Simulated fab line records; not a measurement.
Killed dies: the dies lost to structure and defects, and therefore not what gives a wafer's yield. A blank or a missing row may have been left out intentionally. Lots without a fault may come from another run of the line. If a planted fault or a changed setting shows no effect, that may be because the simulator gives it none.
Which tool is to blame? || flow sky130 || 42 wafers from 14 lots sampled at 3 of the route's 708 steps

WHAT THE GAUGES READ, wafer by wafer
SKY_LOCAL_INTERCONNECT_RS_MEAS_01: the measuring method here is four-point-probe. Usual: LOCAL_INTERCONNECT_TIN_RS gives 14.05 ohm/sq (standard deviation 0.17).
{"lot": "L465", "measured": "day 29 05:56", "on": "film metro-04", "LOCAL_INTERCONNECT_TIN_RS (ohm/sq)": "13.89 13.93 13.80", "flag": ""}
{"lot": "L466", "measured": "day 29 18:56", "on": "film metro-02", "LOCAL_INTERCONNECT_TIN_RS (ohm/sq)": "13.71 13.72 13.92", "flag": ""}
{"lot": "L468", "measured": "day 30 02:29", "on": "film metro-02", "LOCAL_INTERCONNECT_TIN_RS (ohm/sq)": "14.33 14.20 14.06", "flag": ""}
{"lot": "L469", "measured": "day 30 12:49", "on": "film metro-01", "LOCAL_INTERCONNECT_TIN_RS (ohm/sq)": "13.96 14.12 14.17", "flag": ""}
{"lot": "L470", "measured": "day 32 12:32", "on": "film metro-01", "LOCAL_INTERCONNECT_TIN_RS (ohm/sq)": "14.08 14.11 14.13", "flag": ""}
{"lot": "L471", "measured": "day 32 13:11", "on": "film metro-04", "LOCAL_INTERCONNECT_TIN_RS (ohm/sq)": "14.09 14.17 11.04", "flag": "OFF"}
{"lot": "L475", "measured": "day 33 00:47", "on": "film metro-01", "LOCAL_INTERCONNECT_TIN_RS (ohm/sq)": "14.26 14.15 14.08", "flag": ""}
{"lot": "L478", "measured": "day 33 11:24", "on": "film metro-02", "LOCAL_INTERCONNECT_TIN_RS (ohm/sq)": "11.11 14.10 14.11", "flag": "OFF"}
{"lot": "L482", "measured": "day 36 04:56", "on": "film metro-02", "LOCAL_INTERCONNECT_TIN_RS (ohm/sq)": "14.03 13.84 14.03", "flag": ""}
{"lot": "L481", "measured": "day 36 08:02", "on": "film metro-04", "LOCAL_INTERCONNECT_TIN_RS (ohm/sq)": "13.80 13.97 14.16", "flag": ""}
{"lot": "L484", "measured": "day 36 09:09", "on": "film metro-04", "LOCAL_INTERCONNECT_TIN_RS (ohm/sq)": "13.88 14.21 14.06", "flag": ""}
{"lot": "L485", "measured": "day 36 10:49", "on": "film metro-01", "LOCAL_INTERCONNECT_TIN_RS (ohm/sq)": "14.13 14.06 14.20", "flag": ""}
{"lot": "L483", "measured": "day 36 12:08", "on": "film metro-04", "LOCAL_INTERCONNECT_TIN_RS (ohm/sq)": "14.22 13.81 14.05", "flag": ""}
{"lot": "L486", "measured": "day 36 13:02", "on": "film metro-01", "LOCAL_INTERCONNECT_TIN_RS (ohm/sq)": "13.79 14.08 13.98", "flag": ""}

SKY_LOCAL_INTERCONNECT_THK_MEAS_02: measures by xrf. Usual: LOCAL_INTERCONNECT_TIN_THK gives 100.7 nm (standard deviation 1.2).
{"lot": "L465", "measured": "day 29 06:02", "on": "film metro-04", "LOCAL_INTERCONNECT_TIN_THK (nm)": "101.6 101.1 102.5", "flag": ""}
{"lot": "L466", "measured": "day 29 19:03", "on": "film metro-02", "LOCAL_INTERCONNECT_TIN_THK (nm)": "102.7 102.6 101.2", "flag": ""}
{"lot": "L468", "measured": "day 30 02:36", "on": "film metro-02", "LOCAL_INTERCONNECT_TIN_THK (nm)": "98.7 99.6 100.8", "flag": ""}
{"lot": "L469", "measured": "day 30 12:56", "on": "film metro-01", "LOCAL_INTERCONNECT_TIN_THK (nm)": "100.9 100.6 99.9", "flag": ""}
{"lot": "L470", "measured": "day 32 12:39", "on": "film metro-01", "LOCAL_INTERCONNECT_TIN_THK (nm)": "100.6 100.1 99.7", "flag": ""}
{"lot": "L471", "measured": "day 32 13:17", "on": "film metro-04", "LOCAL_INTERCONNECT_TIN_THK (nm)": "100.5 100.2 126.9", "flag": "OFF"}
{"lot": "L475", "measured": "day 33 00:55", "on": "film metro-01", "LOCAL_INTERCONNECT_TIN_THK (nm)": "98.8 100.0 100.2", "flag": ""}
{"lot": "L478", "measured": "day 33 11:31", "on": "film metro-02", "LOCAL_INTERCONNECT_TIN_THK (nm)": "126.8 100.9 100.6", "flag": "OFF"}
{"lot": "L482", "measured": "day 36 05:02", "on": "film metro-02", "LOCAL_INTERCONNECT_TIN_THK (nm)": "101.4 102.4 100.8", "flag": ""}
{"lot": "L481", "measured": "day 36 08:09", "on": "film metro-04", "LOCAL_INTERCONNECT_TIN_THK (nm)": "102.5 100.8 99.3", "flag": ""}
{"lot": "L484", "measured": "day 36 09:16", "on": "film metro-04", "LOCAL_INTERCONNECT_TIN_THK (nm)": "101.9 99.6 100.1", "flag": ""}
{"lot": "L485", "measured": "day 36 10:55", "on": "film metro-01", "LOCAL_INTERCONNECT_TIN_THK (nm)": "99.7 100.6 99.2", "flag": ""}
{"lot": "L483", "measured": "day 36 12:15", "on": "film metro-04", "LOCAL_INTERCONNECT_TIN_THK (nm)": "99.6 102.4 101.3", "flag": ""}
{"lot": "L486", "measured": "day 36 13:09", "on": "film metro-01", "LOCAL_INTERCONNECT_TIN_THK (nm)": "102.2 100.2 101.0", "flag": ""}

WHICH TOOL RAN EACH LOT (tool, then ch and the chambers of the sampled wafers, then the start)
{"lot": "L465", "SKY_LOCAL_INTERCONNECT_SPUTTER_00": "pvd sputter-02, day 29 05:51"}
{"lot": "L466", "SKY_LOCAL_INTERCONNECT_SPUTTER_00": "pvd sputter-02, day 29 18:52"}
{"lot": "L468", "SKY_LOCAL_INTERCONNECT_SPUTTER_00": "pvd sputter-04, day 30 02:25"}
{"lot": "L469", "SKY_LOCAL_INTERCONNECT_SPUTTER_00": "pvd sputter-01, day 30 12:44"}
{"lot": "L470", "SKY_LOCAL_INTERCONNECT_SPUTTER_00": "pvd sputter-01, day 32 12:28"}
{"lot": "L471", "SKY_LOCAL_INTERCONNECT_SPUTTER_00": "pvd sputter-01, day 32 13:04"}
{"lot": "L475", "SKY_LOCAL_INTERCONNECT_SPUTTER_00": "pvd sputter-04, day 33 00:43"}
{"lot": "L478", "SKY_LOCAL_INTERCONNECT_SPUTTER_00": "pvd sputter-01, day 33 11:19"}
{"lot": "L482", "SKY_LOCAL_INTERCONNECT_SPUTTER_00": "pvd sputter-04, day 36 04:50"}
{"lot": "L481", "SKY_LOCAL_INTERCONNECT_SPUTTER_00": "pvd sputter-02, day 36 07:58"}
{"lot": "L484", "SKY_LOCAL_INTERCONNECT_SPUTTER_00": "pvd sputter-04, day 36 09:05"}
{"lot": "L485", "SKY_LOCAL_INTERCONNECT_SPUTTER_00": "pvd sputter-02, day 36 10:43"}
{"lot": "L483", "SKY_LOCAL_INTERCONNECT_SPUTTER_00": "pvd sputter-04, day 36 12:04"}
{"lot": "L486", "SKY_LOCAL_INTERCONNECT_SPUTTER_00": "pvd sputter-01, day 36 12:57"}
- SKY_LOCAL_INTERCONNECT_SPUTTER_00: material TiN, target thk 100 nm, time 83.3 s.

WHAT THE TOOLS THEMSELVES READ (means of the sampled wafers that have a number; where no wafer has one, the mark that the record gives instead)
SKY_LOCAL_INTERCONNECT_SPUTTER_00. Usual: 29.8 % for throttle valve pct, sd 1.1.
{"lot": "L465", "tool": "pvd sputter-02", "throttle valve pct (%)": 31.0, "flag": ""}
{"lot": "L466", "tool": "pvd sputter-02", "throttle valve pct (%)": 30.7, "flag": ""}
{"lot": "L468", "tool": "pvd sputter-04", "throttle valve pct (%)": 29.1, "flag": ""}
{"lot": "L469", "tool": "pvd sputter-01", "throttle valve pct (%)": 29.6, "flag": ""}
{"lot": "L470", "tool": "pvd sputter-01", "throttle valve pct (%)": 29.7, "flag": ""}
{"lot": "L471", "tool": "pvd sputter-01", "throttle valve pct (%)": 29.5, "flag": ""}
{"lot": "L475", "tool": "pvd sputter-04", "throttle valve pct (%)": 29.3, "flag": ""}
{"lot": "L478", "tool": "pvd sputter-01", "throttle valve pct (%)": 29.5, "flag": ""}
{"lot": "L482", "tool": "pvd sputter-04", "throttle valve pct (%)": 29.7, "flag": ""}
{"lot": "L481", "tool": "pvd sputter-02", "throttle valve pct (%)": 30.0, "flag": ""}
{"lot": "L484", "tool": "pvd sputter-04", "throttle valve pct (%)": 29.5, "flag": ""}
{"lot": "L485", "tool": "pvd sputter-02", "throttle valve pct (%)": 30.8, "flag": ""}
{"lot": "L483", "tool": "pvd sputter-04", "throttle valve pct (%)": 29.3, "flag": ""}
{"lot": "L486", "tool": "pvd sputter-01", "throttle valve pct (%)": 29.7, "flag": ""}

THE ANSWER, worked out from the rows above alone
Rule: lot off if the mean of its wafers having a number is beyond 3 standard deviations from the usual mean. Also off: a lot with no number at a reading for which 4 or more lots have one. The other lots that the step has rows for count as sound. The gauges are gone through in route order, then the tools' own readings, and for those a lot's mean is taken as printed above. The first step at which some lot is off is used, and at that step the reading that is off furthest; a lot without a number counts as furthest.
Off: L471, L478, at SKY_LOCAL_INTERCONNECT_RS_MEAS_01 (LOCAL_INTERCONNECT_TIN_RS).
A tool fits if, at a process step before that reading, it ran every lot that is off, and no sound lot after the first of them. Those tools and the gauges at SKY_LOCAL_INTERCONNECT_RS_MEAS_01 are tried in the same way. Of those tried, none fits.

WHAT WAS PUT IN BY THE SIMULATOR
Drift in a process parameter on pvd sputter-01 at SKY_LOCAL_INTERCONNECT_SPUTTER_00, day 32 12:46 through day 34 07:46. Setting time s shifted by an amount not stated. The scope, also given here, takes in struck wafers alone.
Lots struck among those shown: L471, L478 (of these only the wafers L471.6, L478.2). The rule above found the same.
